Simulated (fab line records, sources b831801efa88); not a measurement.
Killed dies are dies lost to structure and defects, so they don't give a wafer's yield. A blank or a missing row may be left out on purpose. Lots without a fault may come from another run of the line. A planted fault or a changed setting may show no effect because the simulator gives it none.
fab line records | flow sky130
record lots=5 wafers=15 last_day=50
route steps=708 shown LI_CONTACT@375 LOCAL_INTERCONNECT@387 PAD_OPEN@708
lots that met no fault: from a run of the same line without faults
start_h: hours from the record's first day to the start of the lot's first wafer shown | wait_h: hours since the lot's step before | " the same as in the row above | L1.1+2: a row that stands for several wafers | - no value, or no start given | * or withheld: withheld | < > ~ a bound
route shown NAME@n: a module of which the file shows steps, and the number in the route of the first | usual: mean/standard deviation of fault-free wafers | same: alike in all rows | chamber/n: place in a boat | sites: the reading at each site | _std_site: their standard deviation | _edge_site: outer sites' mean less inner sites' | radius_mm: how far each site lies from the wafer's centre | mask NAME#n: copy n | behind: the tool/chamber that last shaped the wafer | hold: why the lot was held/for how many hours/how that ended | device: the transistor (n, p or np) that didn't switch | end of line: the same wafers' tests at the end of the route | a step without rows: its recipe alone | killed: dies lost to structure and defects at the first sort, not the wafer's yield | map: a wafer's dies, x killed, . not, _ none there
set.NAME: the setting as run; set.NAME@STEP: as run at that earlier step | model.NAME: the simulator's own value behind a step, which no gauge read
lots at some steps of the route; a table a step, a row a wafer
services: from which hour (start_h, from the record's first day; less than 0 if before it) a tool's chamber was out of use, for how many hours, and why
## steps
# step SKY_LI_CONTACT_OVL_MEAS_13
# usual LI_CONTACT_OVL=-2/4.8
# columns lot.wafer tool chamber start_h wait_h LI_CONTACT_OVL[nm]
L926.2 overlay-02 - 713.62 0.1 -8
L926.4 " - " " -1
L926.6 " - " " 5
L930.2 overlay-02 - 748.33 0.1 -10
L930.3 " - " " -1
L930.4 " - " " -10
L936.1 overlay-01 - 796.22 0.1 -7
L936.4 " - " " 1
L936.5 " - " " -5
L937.1 overlay-02 - 804.62 0.1 -8
L937.4 " - " " 0
L937.6 " - " " -5
L943.1 overlay-02 - 880.07 0.1 -5
L943.2 " - " " -5
L943.4 " - " " -6
# step SKY_LI_CONTACT_ETCH_14
# recipe chemistry=N2/H2 target=BARC ion_energy_ev=200 source_w=500 bias_w=100 pressure_mtorr=30 n2_flow_sccm=100 h2_flow_sccm=200 stop_on=SiO2 time_s=45.9 target_depth_a=600
# step SKY_LI_CONTACT_ETCH_15
# recipe target=PSG chemistry=C4F8/O2/Ar stop_on=Si taper_deg=4.15 mask_material=KrF-thick source_w=1500 bias_w=1200 pressure_mtorr=40 c4f8_flow_sccm=withheld O2_flow_sccm=6 Ar_flow_sccm=300 time_s=withheld target_depth_a=6000
# step SKY_LI_CONTACT_STRIP_16
# recipe chemistry=O2/N2 power_w=1400 pressure_mtorr=1500 platen_temp_c=withheld o2_flow_sccm=3000 n2_flow_sccm=300 overash_fraction=0.5
# usual drypump_motor_current_A=5.9/0.31 oes_product_au=0.376/0.005 strip_time_to_endpoint_s=3.51/0.03
# same overash_fraction=0.5
# columns lot.wafer tool chamber start_h wait_h drypump_motor_current_A oes_product_au rf_hours_counter_h strip_time_to_endpoint_s
L926.2 plasma_asher-03 1 713.78 - 6.3 0.388 101 3.46
L926.4 " 1 " " 6.3 0.383 - 3.49
L926.6 " 0 " " 5.6 0.377 - 3.46
L930.2 plasma_asher-03 1 748.49 - 6.4 0.382 0 3.51
L930.3 " 1 " " 6.4 0.387 - 3.53
L930.4 " 0 " " 5.6 0.375 - 3.50
L936.1 plasma_asher-03 0 796.39 - 5.6 0.373 5 3.55
L936.4 " 0 " " 5.6 0.375 - 3.54
L936.5 " 1 " " 6.3 0.381 - 3.52
L937.1 plasma_asher-03 1 804.79 - 6.3 0.377 6 3.53
L937.4 " 0 " " 5.5 0.373 - 3.46
L937.6 " 1 " " 6.4 0.377 - 3.49
L943.1 plasma_asher-02 0 880.24 - 5.7 0.373 77 3.56
L943.2 " 1 " " 6.1 0.379 77 3.57
L943.4 " 0 " " 5.8 0.379 - 3.54
# step SKY_LI_CONTACT_CLEAN_17
# recipe chemistry=NMP time_s=600 temp_c=60 dry=n2_spin
# step SKY_LI_CONTACT_PRE_CLEAN_18
# recipe gas=Ar time_s=5.6 bias_v=358
# step SKY_LI_CONTACT_SPUTTER_19
# recipe material=Ti target_thk_nm=20 chamber_pressure_pa=5 power_w=2500 substrate_temp_c=200 time_s=106.37
# usual throttle_valve_pct=29.6/1
# columns lot.wafer tool chamber start_h wait_h throttle_valve_pct
L926.2 pvd_sputter-02 - 714.07 0.0 29.8
L926.4 " - " " 28.5
L926.6 " - " " 28.3
L930.2 pvd_sputter-03 - 748.96 0.0 29.8
L930.3 " - " " 28.7
L930.4 " - " " 30.4
L936.1 pvd_sputter-03 - 796.68 0.0 29.2
L936.4 " - " " 28.9
L936.5 " - " " 29.9
L937.1 pvd_sputter-02 - 805.10 0.0 29.8
L937.4 " - " " 28.2
L937.6 " - " " 30.9
L943.1 pvd_sputter-04 - 880.53 0.0 29.5
L943.2 " - " " 30.6
L943.4 " - " " 31.8
# step SKY_LI_CONTACT_SPUTTER_20
# recipe material=TiN target_thk_nm=20 chamber_pressure_pa=5 power_w=4000 time_s=80
# usual throttle_valve_pct=29.6/1
# columns lot.wafer tool chamber start_h wait_h throttle_valve_pct
L926.2 pvd_sputter-02 - 714.15 0.0 29.9
L926.4 " - " " 28.3
L926.6 " - " " 28.1
L930.2 pvd_sputter-03 - 749.03 0.0 30.0
L930.3 " - " " 28.8
L930.4 " - " " 30.4
L936.1 pvd_sputter-03 - 796.76 0.0 29.2
L936.4 " - " " 28.6
L936.5 " - " " 30.2
L937.1 pvd_sputter-02 - 805.17 0.0 29.7
L937.4 " - " " 28.0
L937.6 " - " " 30.8
L943.1 pvd_sputter-04 - 880.61 0.0 30.0
L943.2 " - " " 30.7
L943.4 " - " " 31.9
# step SKY_LI_CONTACT_CVD_21
# recipe material=W target_thk_nm=400 time_s=120.56 temp_c=400 pressure_torr=40
# step SKY_LI_CONTACT_RS_MEAS_22
# recipe thk_meas_gauge=four-point-probe reads=W_of_LI_CONTACT_CVD_21+TiN_of_LI_CONTACT_SPUTTER_20+Ti_of_LI_CONTACT_SPUTTER_19
# usual LI_CONTACT_W_RS=0.2854/0.0026
# columns lot.wafer tool chamber start_h wait_h LI_CONTACT_W_RS[ohm/sq]
L926.2 film_metro-01 - 714.35 0.1 0.2891
L926.4 " - " " 0.2849
L926.6 " - " " 0.2882
L930.2 film_metro-04 - 749.24 0.1 0.2852
L930.3 " - " " 0.2845
L930.4 " - " " 0.2819
L936.1 film_metro-01 - 796.94 0.1 0.2871
L936.4 " - " " 0.2858
L936.5 " - " " 0.2887
L937.1 film_metro-01 - 805.36 0.1 0.2844
L937.4 " - " " 0.2852
L937.6 " - " " 0.2858
L943.1 film_metro-04 - 880.92 0.2 0.2898
L943.2 " - " " 0.2873
L943.4 " - " " 0.2914
# step SKY_LI_CONTACT_THK_MEAS_23
# recipe thk_meas_gauge=xrf reads=W_of_LI_CONTACT_CVD_21
# usual LI_CONTACT_W_THK=414/7.5
# columns lot.wafer tool chamber start_h wait_h LI_CONTACT_W_THK[nm]
L926.2 film_metro-01 - 714.46 0.1 412
L926.4 " - " " 418
L926.6 " - " " 408
L930.2 film_metro-04 - 749.35 0.1 407
L930.3 " - " " 411
L930.4 " - " " 416
L936.1 film_metro-01 - 797.06 0.1 422
L936.4 " - " " 425
L936.5 " - " " 416
L937.1 film_metro-01 - 805.48 0.1 424
L937.4 " - " " 423
L937.6 " - " " 419
L943.1 film_metro-04 - 881.04 0.1 404
L943.2 " - " " 408
L943.4 " - " " 399
# step SKY_LI_CONTACT_CMP_24
# recipe stop_on=PSG t_overpolish_s=20 down_force_psi=3.5 platen_rpm=60 target_thk_nm=0 pad_velocity_m_s=0.94248
# usual motor_current_A=11.4/1 overpolish_run_s=20.000/0.0083 time_to_endpoint_s=97/3.5
# columns lot.wafer tool chamber start_h wait_h motor_current_A overpolish_run_s time_to_endpoint_s
L926.2 cmp-02 3 714.51 0.0 12.3 20.001 93
L926.4 " 2 " " 12.2 19.990 100
L926.6 " 3 " " 12.5 19.993 95
L930.3 cmp-02 3 749.40 0.0 11.5 19.997 104
L930.2 " 1 " " 10.2 20.002 105
L930.4 " 2 " " 11.7 20.007 108
L936.1 cmp-02 0 797.51 0.4 11.2 20.009 94
L936.4 " 1 " " 9.8 20.001 96
L936.5 " 3 " " 11.8 20.001 96
L937.4 cmp-01 1 805.59 0.1 13.0 20.009 94
L937.1 " 2 " " 12.3 20.001 95
L937.6 " 1 " " 13.1 20.012 92
L943.2 cmp-02 3 881.10 0.0 12.1 19.999 95
L943.4 " 0 " " 11.3 20.003 95
L943.1 " 1 " " 9.4 20.009 97
# step SKY_LOCAL_INTERCONNECT_SPUTTER_00
# recipe material=TiN target_thk_nm=100 temp_c=300 power_w=6500 time_s=83.3 chamber_pressure_pa=0.4
# usual throttle_valve_pct=30.6/0.74
# columns lot.wafer tool chamber start_h wait_h throttle_valve_pct model.TiN_of_LOCAL_INTERCONNECT_SPUTTER_00.thk_nm
L926.2 pvd_sputter-01 - 714.81 0.2 31.1 100.4
L926.4 " - " " 30.9 101.2
L926.6 " - " " 30.8 100.6
L930.2 pvd_sputter-01 - 749.70 0.1 30.6 91.83
L930.3 " - " " 31.3 98.83
L930.4 " - " " 30.9 98.75
L936.1 pvd_sputter-04 - 797.71 0.1 30.8 100.8
L936.4 " - " " 29.3 101.8
L936.5 " - " " 31.8 100
L937.1 pvd_sputter-04 - 805.84 0.1 29.7 99.36
L937.4 " - " " 31.9 99.36
L937.6 " - " " 29.7 100.3
L943.1 pvd_sputter-01 - 881.40 0.1 31.1 98.65
L943.2 " - " " 31.0 99.57
L943.4 " - " " 31.0 98.49
# step SKY_LOCAL_INTERCONNECT_RS_MEAS_01
# recipe thk_meas_gauge=four-point-probe reads=TiN_of_LOCAL_INTERCONNECT_SPUTTER_00
# usual LOCAL_INTERCONNECT_TIN_RS=14.14/0.17
# columns lot.wafer tool chamber start_h wait_h LOCAL_INTERCONNECT_TIN_RS[ohm/sq]
L926.2 film_metro-04 - 714.90 0.1 14.08
L926.4 " - " " 13.96
L926.6 " - " " 14.08
L930.2 film_metro-01 - 749.78 0.1 15.46
L930.3 " - " " 14.33
L930.4 " - " " 14.34
L936.1 film_metro-03 - 797.77 0.0 14.02
L936.4 " - " " 13.88
L936.5 " - " " 14.15
L937.1 film_metro-03 - 805.90 0.0 14.20
L937.4 " - " " 14.22
L937.6 " - " " 14.07
L943.1 film_metro-03 - 881.46 0.0 14.35
L943.2 " - " " 14.19
L943.4 " - " " 14.38
# step SKY_LOCAL_INTERCONNECT_THK_MEAS_02
# recipe thk_meas_gauge=xrf reads=TiN_of_LOCAL_INTERCONNECT_SPUTTER_00
# usual LOCAL_INTERCONNECT_TIN_THK=99.5/1.3
# columns lot.wafer tool chamber start_h wait_h LOCAL_INTERCONNECT_TIN_THK[nm]
L926.2 film_metro-04 - 715.01 0.1 101.3
L926.4 " - " " 102.4
L926.6 " - " " 101.3
L930.2 film_metro-01 - 749.89 0.1 91.8
L930.3 " - " " 98.1
L930.4 " - " " 99.1
L936.1 film_metro-03 - 797.89 0.1 100.3
L936.4 " - " " 100.9
L936.5 " - " " 99.1
L937.1 film_metro-03 - 806.02 0.1 98.6
L937.4 " - " " 98.6
L937.6 " - " " 99.0
L943.1 film_metro-03 - 881.58 0.1 97.8
L943.2 " - " " 98.9
L943.4 " - " " 97.7
# step SKY_LOCAL_INTERCONNECT_DEHYDRATE_03
# recipe temp_c=200 time_s=60
# step SKY_LOCAL_INTERCONNECT_HMDS_04
# recipe prime_time_s=60 prime_temp_c=120
# step SKY_LOCAL_INTERCONNECT_COAT_05
# recipe resist=BARC temp_c=withheld time_s=withheld spin_rpm=3000 resist_thk_nm=60
# step SKY_LOCAL_INTERCONNECT_COAT_06
# recipe resist=KrF-thick spin_rpm=3000 resist_thk_nm=450
# step SKY_LOCAL_INTERCONNECT_SOFTBAKE_07
# recipe temp_c=100 time_s=90 resist=KrF-thick
# step SKY_LOCAL_INTERCONNECT_EXPOSE_08
# recipe mask_id=LI1M na=0.8 source_shape=annular sigma_inner=0.55 sigma_outer=0.85 target_cd_nm=170 dose_mj=28
# step SKY_LOCAL_INTERCONNECT_PEB_09
# recipe peb_temp_c=withheld peb_time_s=withheld resist=KrF-thick
# step SKY_LOCAL_INTERCONNECT_DEVELOP_10
# recipe develop_time_s=60 resist=KrF-thick dev_temp_c=21
# step SKY_LOCAL_INTERCONNECT_CD_MEAS_11
# recipe target_cd_nm=170
# usual cd_nm=170.5/1.7
# columns lot.wafer tool chamber start_h wait_h cd_nm
L926.2 cd_sem-02 - 742.99 - 168.2
L926.4 " - " " 169.3
L926.6 " - " " 170.4
L930.2 cd_sem-01 - 776.32 - 169.1
L930.3 " - " " 170.1
L930.4 " - " " 170.7
L936.1 cd_sem-01 - 823.94 - 169.7
L936.4 " - " " 168.9
L936.5 " - " " 168.7
L937.1 cd_sem-02 - 831.95 - 171.1
L937.4 " - " " 173.2
L937.6 " - " " 172.4
L943.1 cd_sem-02 - 907.09 - 171.1
L943.2 " - " " 171.2
L943.4 " - " " 171.6
# step SKY_LOCAL_INTERCONNECT_OVL_MEAS_12
# usual LOCAL_INTERCONNECT_OVL=-1/4.9
# columns lot.wafer tool chamber start_h wait_h LOCAL_INTERCONNECT_OVL[nm]
L926.2 overlay-01 - 743.10 0.1 -2
L926.4 " - " " 3
L926.6 " - " " 3
L930.2 overlay-01 - 776.43 0.1 8
L930.3 " - " " 1
L930.4 " - " " 6
L936.1 overlay-02 - 824.06 0.1 4
L936.4 " - " " 1
L936.5 " - " " -2
L937.1 overlay-02 - 832.07 0.1 2
L937.4 " - " " -1
L937.6 " - " " -7
L943.1 overlay-02 - 907.21 0.1 0
L943.2 " - " " 1
L943.4 " - " " 6
# step SKY_LOCAL_INTERCONNECT_ETCH_13
# recipe chemistry=N2/H2 target=BARC ion_energy_ev=200 bias_w=100 pressure_mtorr=30 n2_flow_sccm=100 h2_flow_sccm=200 icp_w=500 stop_on=SiO2 time_s=45.9 target_depth_a=600
# usual drypump_motor_current_A=5.7/0.47 oes_product_au=0.855/0.0047 throttle_valve_pct=13.226/0.0089
# columns lot.wafer tool chamber start_h wait_h drypump_motor_current_A oes_product_au rf_hours_counter_h throttle_valve_pct
L926.2 rie_metal-03 0 743.15 0.0 5.6 0.864 - 13.238
L926.4 " 0 " " 5.6 0.854 - 13.232
L926.6 " 0 " " 5.6 0.859 - 13.228
L930.2 rie_metal-02 1 776.46 0.0 5.8 0.848 13 13.216
L930.3 " 1 " " 5.8 0.860 - 13.231
L930.4 " 0 " " 6.4 0.861 - 13.234
L936.1 rie_metal-02 0 824.09 0.0 6.4 0.853 0 13.219
L936.4 " 0 " " 6.4 0.862 - 13.246
L936.5 " 1 " " 5.8 0.852 - 13.223
L937.1 rie_metal-03 1 832.11 0.0 5.0 0.866 3 13.220
L937.4 " 0 " " 5.6 0.860 - 13.227
L937.6 " 1 " " 5.0 0.863 - 13.213
L943.1 rie_metal-03 0 907.24 0.0 5.6 0.864 1 13.228
L943.2 " 1 " " 5.0 0.854 8 13.236
L943.4 " 1 " " 5.0 0.854 - 13.215
# step SKY_LOCAL_INTERCONNECT_METAL_ETCH_14
# recipe target_depth_nm=110 stop_on=PSG chemistry=Cl2/BCl3 target=TiN resist_sidewall_deg=88 pressure_mtorr=10 icp_w=900 bias_w=48.5 Cl2_flow_sccm=60 bcl3_flow_sccm=30 time_s=31.4
# usual bcl3_flow_sccm=30.01/0.079 drypump_motor_current_A=5.7/0.47 oes_product_au=0.941/0.0084 throttle_valve_pct=21.901/0.0099
# columns lot.wafer tool chamber start_h wait_h bcl3_flow_sccm drypump_motor_current_A oes_product_au rf_hours_counter_h throttle_valve_pct
L926.2 rie_metal-03 0 743.27 0.1 29.96 5.5 0.939 - 21.893
L926.4 " 0 " " 29.82 5.5 0.942 - 21.894
L926.6 " 0 " " 29.99 5.5 0.939 - 21.903
L930.2 rie_metal-02 1 776.52 0.0 29.91 5.8 0.895 13 21.948
L930.3 " 1 " " 29.92 5.8 0.929 - 21.905
L930.4 " 0 " " 29.93 6.4 0.934 - 21.905
L936.1 rie_metal-02 0 824.16 0.0 30.04 6.4 0.950 0 21.895
L936.4 " 0 " " 30.09 6.4 0.951 - 21.899
L936.5 " 1 " " 29.98 5.8 0.939 - 21.911
L937.1 rie_metal-03 1 832.17 0.0 30.03 5.0 0.935 3 21.914
L937.4 " 0 " " 29.95 5.6 0.935 - 21.891
L937.6 " 1 " " 30.08 5.0 0.937 - 21.895
L943.1 rie_metal-03 0 907.31 0.0 29.95 5.5 0.937 1 21.903
L943.2 " 1 " " 29.96 5.0 0.938 8 21.910
L943.4 " 1 " " 29.91 5.0 0.930 - 21.911
# step SKY_LOCAL_INTERCONNECT_STRIP_15
# recipe chemistry=O2/N2 power_w=1400 pressure_mtorr=1500 platen_temp_c=withheld o2_flow_sccm=3000 n2_flow_sccm=300 overash_fraction=0.5
# step SKY_LOCAL_INTERCONNECT_STRIP_16
# recipe chemistry=post_etch_residue_remover time_s=1200 temp_c=72.5
# usual bath_guard_temp_C=72.5/0.52
# columns lot.wafer tool chamber start_h wait_h bath_guard_temp_C model.TiN_of_LOCAL_INTERCONNECT_SPUTTER_00.thk_nm
L926.2 wet_bench-04 3 743.45 0.1 72.3 99.93
L926.4 " 3 " " 72.3 100.8
L926.6 " 3 " " 72.1 100.2
L930.2 wet_bench-04 0 776.67 0.1 73.0 91.41
L930.3 " 0 " " 73.3 98.42
L930.4 " 0 " " 73.3 98.33
L936.1 wet_bench-04 3 824.31 0.1 72.0 100.4
L936.4 " 3 " " 72.1 101.4
L936.5 " 3 " " 72.4 99.61
L937.1 wet_bench-03 3 832.32 0.1 72.4 98.94
L937.4 " 3 " " 72.5 98.95
L937.6 " 3 " " 72.4 99.87
L943.1 wet_bench-04 2 907.46 0.1 72.7 98.24
L943.2 " 2 " " 72.5 99.15
L943.4 " 2 " " 72.1 98.08
# step SKY_LOCAL_INTERCONNECT_CLEAN_17
# recipe chemistry=IPA time_s=180 temp_c=25
# step SKY_PAD_OPEN_PROBE_99
# usual killed_at_M0_to_M3=45/7.9 killed_at_M4_up=2.9/1.8 killed_at_contacts=25/5.5 killed_at_front_end=16/4.4 killed_at_other=0.3/0.58 killed_dies=89/9.4 killed_open=49/6.8 killed_short=40/6.3
# same gross_dies=492 killed_at_back_side=0
# columns lot.wafer tool chamber start_h wait_h killed_at_M0_to_M3 killed_at_M4_up killed_at_contacts killed_at_front_end killed_at_other killed_dies killed_open killed_short model.etest.res_li.line_ohm_um model.etest.res_li.rs_ohm_sq
L926.2 prober-02 - 1102.92 0.1 49 5 27 11 0 92 54 38 75.36 12.73
L926.4 prober-02 - 1103.02 0.2 39 6 26 8 0 79 43 36 75.49 12.62
L926.6 prober-02 - 1103.12 0.2 37 1 15 25 0 78 41 37 74.46 12.73
L930.2 prober-02 - 1128.49 0.1 33 5 25 13 1 77 39 38 82.7 13.92
L930.3 prober-02 - 1128.54 0.2 66 5 24 12 0 107 49 58 76 12.95
L930.4 prober-02 - 1128.59 0.2 46 3 25 13 0 87 48 39 76.11 12.94
L936.1 prober-01 - 1159.01 0.1 47 3 30 16 1 97 52 44 74.95 12.71
L936.4 prober-01 - 1159.16 0.2 45 3 20 21 0 89 42 46 74.52 12.58
L936.5 prober-01 - 1159.21 0.2 38 3 24 13 0 78 37 41 76.25 12.88
L937.1 prober-02 - 1166.79 0.1 32 7 26 16 1 82 46 35 75.46 12.88
L937.4 prober-02 - 1166.94 0.2 38 0 12 16 1 67 48 19 74.53 12.92
L937.6 prober-02 - 1167.04 0.2 35 3 25 10 0 73 40 33 74.41 12.71
L943.1 prober-02 - 1210.83 0.1 39 1 25 19 0 84 46 38 76.41 13.01
L943.2 prober-02 - 1210.88 0.1 41 3 37 10 0 91 48 43 75.6 12.79
L943.4 prober-02 - 1210.98 0.2 56 2 26 19 0 103 63 39 76.67 13.02
# killed by level:class
L926.2 CONTACT:geometric_particle:open=13 VIA2:geometric_particle:open=13 VIA1:geometric_particle:open=6 LOCAL_INTERCONNECT:geometric_particle:short=5 VIA2:geometric_particle:short=5 VIA3:geometric_particle:open=5 POLY_GATE:geometric_particle:open=4 METAL3:geometric_particle:short=4
L926.4 VIA2:geometric_particle:open=9 VIA1:geometric_particle:open=8 CONTACT:geometric_particle:open=8 CONTACT:geometric_particle:short=7 METAL1:geometric_particle:short=5 VIA3:geometric_particle:open=5 METAL4:geometric_particle:short=5 LOCAL_INTERCONNECT:geometric_particle:short=4
L926.6 METAL2:geometric_particle:short=10 CONTACT:geometric_particle:open=8 FIELD_ISO:geometric_particle:open=7 VIA1:geometric_particle:open=7 POLY_GATE:geometric_particle:short=4 POLY_GATE:geometric_particle:open=4 SPACER:geometric_particle:short=4 VIA3:geometric_particle:short=4
L930.2 CONTACT:geometric_particle:open=10 FIELD_ISO:geometric_particle:open=5 LI_CONTACT:geometric_particle:open=5 CONTACT:geometric_particle:short=5 METAL1:geometric_particle:short=5 VIA1:geometric_particle:short=5 FIELD_ISO:geometric_particle:short=4 LOCAL_INTERCONNECT:geometric_particle:short=4
L930.3 VIA1:geometric_particle:open=13 METAL1:geometric_particle:short=11 METAL2:geometric_particle:short=9 VIA3:geometric_particle:open=9 CONTACT:geometric_particle:short=8 LI_CONTACT:geometric_particle:open=7 CONTACT:geometric_particle:open=6 VIA1:geometric_particle:short=6
L930.4 CONTACT:geometric_particle:open=10 LI_CONTACT:geometric_particle:open=7 CONTACT:geometric_particle:short=7 VIA1:geometric_particle:open=7 VIA3:geometric_particle:open=7 METAL1:geometric_particle:short=5 VIA2:geometric_particle:open=5 FIELD_ISO:geometric_particle:short=4
L936.1 VIA1:geometric_particle:open=13 CONTACT:geometric_particle:open=12 LI_CONTACT:geometric_particle:open=9 VIA3:geometric_particle:open=7 METAL2:geometric_particle:short=6 VIA3:geometric_particle:short=6 CONTACT:geometric_particle:short=5 VIA1:geometric_particle:short=5
L936.4 VIA3:geometric_particle:open=9 VIA1:geometric_particle:open=8 CONTACT:geometric_particle:open=8 VIA1:geometric_particle:short=7 CONTACT:geometric_particle:short=6 FIELD_ISO:geometric_particle:short=5 POLY_GATE:geometric_particle:short=5 METAL1:geometric_particle:short=4
L936.5 CONTACT:geometric_particle:open=13 VIA1:geometric_particle:short=7 VIA1:geometric_particle:open=7 CONTACT:geometric_particle:short=6 METAL1:geometric_particle:short=5 POLY_GATE:geometric_particle:open=4 LOCAL_INTERCONNECT:geometric_particle:short=4 METAL2:geometric_particle:short=4
L937.1 CONTACT:geometric_particle:open=10 VIA1:geometric_particle:open=10 METAL1:geometric_particle:short=8 FIELD_ISO:geometric_particle:short=6 LI_CONTACT:geometric_particle:open=6 FIELD_ISO:geometric_particle:open=5 LI_CONTACT:geometric_particle:short=4 METAL4:geometric_particle:short=3
L937.4 VIA2:geometric_particle:open=11 VIA1:geometric_particle:open=9 CONTACT:geometric_particle:open=6 FIELD_ISO:geometric_particle:open=5 VIA3:geometric_particle:open=5 SPACER:geometric_particle:open=4 METAL1:geometric_particle:short=4 POLY_GATE:geometric_particle:open=3
L937.6 VIA1:geometric_particle:open=10 LI_CONTACT:geometric_particle:open=10 CONTACT:geometric_particle:open=9 METAL1:geometric_particle:short=6 FIELD_ISO:geometric_particle:open=4 VIA1:geometric_particle:short=4 VIA2:geometric_particle:short=4 FIELD_ISO:geometric_particle:short=3
L943.1 FIELD_ISO:geometric_particle:open=10 CONTACT:geometric_particle:open=8 METAL1:geometric_particle:short=7 LI_CONTACT:geometric_particle:open=6 VIA2:geometric_particle:open=6 VIA1:geometric_particle:open=6 FIELD_ISO:geometric_particle:short=5 CONTACT:geometric_particle:short=5
L943.2 VIA1:geometric_particle:open=14 CONTACT:geometric_particle:open=12 LOCAL_INTERCONNECT:geometric_particle:short=9 LI_CONTACT:geometric_particle:short=6 LI_CONTACT:geometric_particle:open=6 METAL1:geometric_particle:short=5 VIA3:geometric_particle:short=5 VIA3:geometric_particle:open=5
L943.4 VIA1:geometric_particle:open=21 LI_CONTACT:geometric_particle:open=10 VIA3:geometric_particle:open=7 CONTACT:geometric_particle:open=7 CONTACT:geometric_particle:short=5 FIELD_ISO:geometric_particle:short=4 FIELD_ISO:geometric_particle:open=4 POLY_GATE:geometric_particle:short=4
## services
# columns tool chamber start_h hours kind
pvd_sputter-01 - 706.28 6.6 repair
cmp-02 - 717.35 4.5 pm
rie_metal-03 0 720.32 6.6 repair
pvd_sputter-04 - 728.37 2.9 repair
pvd_sputter-04 - 729.19 5.5 repair
plasma_asher-03 - 733.75 9.0 pm
cmp-02 - 735.13 5.7 pm
cmp-01 - 737.94 1.7 repair
cmp-02 - 745.24 4.0 pm
pvd_sputter-03 - 749.85 2.8 repair
cmp-02 - 757.26 14.4 pm
rie_metal-02 - 759.95 0.3 repair
rie_metal-03 - 782.54 0.4 repair
cmp-02 - 794.43 1.6 repair
cmp-01 - 796.01 6.2 pm
pvd_sputter-01 - 797.40 1.8 repair
cmp-01 - 809.56 2.5 repair
cmp-01 - 812.01 4.8 pm
pvd_sputter-01 - 813.65 4.5 repair
rie_metal-03 0 857.13 14.4 repair
pvd_sputter-02 - 858.62 2.3 repair
pvd_sputter-04 - 886.60 6.0 repair
rie_metal-02 - 899.62 2.8 pm
cmp-02 - 901.17 2.3 repair
## key
first_sign step=SKY_LOCAL_INTERCONNECT_RS_MEAS_01 reading=LOCAL_INTERCONNECT_TIN_RS direction=up sigmas=7.7 usual=14.14 struck=15.46
effect step=SKY_LOCAL_INTERCONNECT_THK_MEAS_02 reading=LOCAL_INTERCONNECT_TIN_THK direction=down sigmas=5.9 usual=99.5 struck=91.8
effect step=SKY_LOCAL_INTERCONNECT_METAL_ETCH_14 reading=oes_product_au direction=down sigmas=5.5 usual=0.941 struck=0.895
model_effect step=SKY_LOCAL_INTERCONNECT_SPUTTER_00 value=TiN_of_LOCAL_INTERCONNECT_SPUTTER_00.thk_nm without=99.73 struck=91.83
model_effect step=SKY_LOCAL_INTERCONNECT_STRIP_16 value=TiN_of_LOCAL_INTERCONNECT_SPUTTER_00.thk_nm without=99.31 struck=91.41
model_effect step=SKY_PAD_OPEN_PROBE_99 value=etest.res_li.line_ohm_um without=76.16 struck=82.7
met_at SKY_LOCAL_INTERCONNECT_SPUTTER_00
struck_wafers L930.2
tester_left_out L930
onset_between 714.81 749.70
fault kind=process_parameter_drift tool=pvd_sputter-01 chamber=- onset_h=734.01 steps=SKY_LOCAL_INTERCONNECT_SPUTTER_00 channel=time_s offset=* shape=step end_h=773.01 acts_in=* stated=* scope=struck_wafers_only
# tester_left_out: of these lots the tester's yield and bins aren't shown, on N5 and GAA mostly nor the transistor test; their killed dies are dies lost to structure and defects alone, not to doping, threshold or leakage, so they don't give the yield
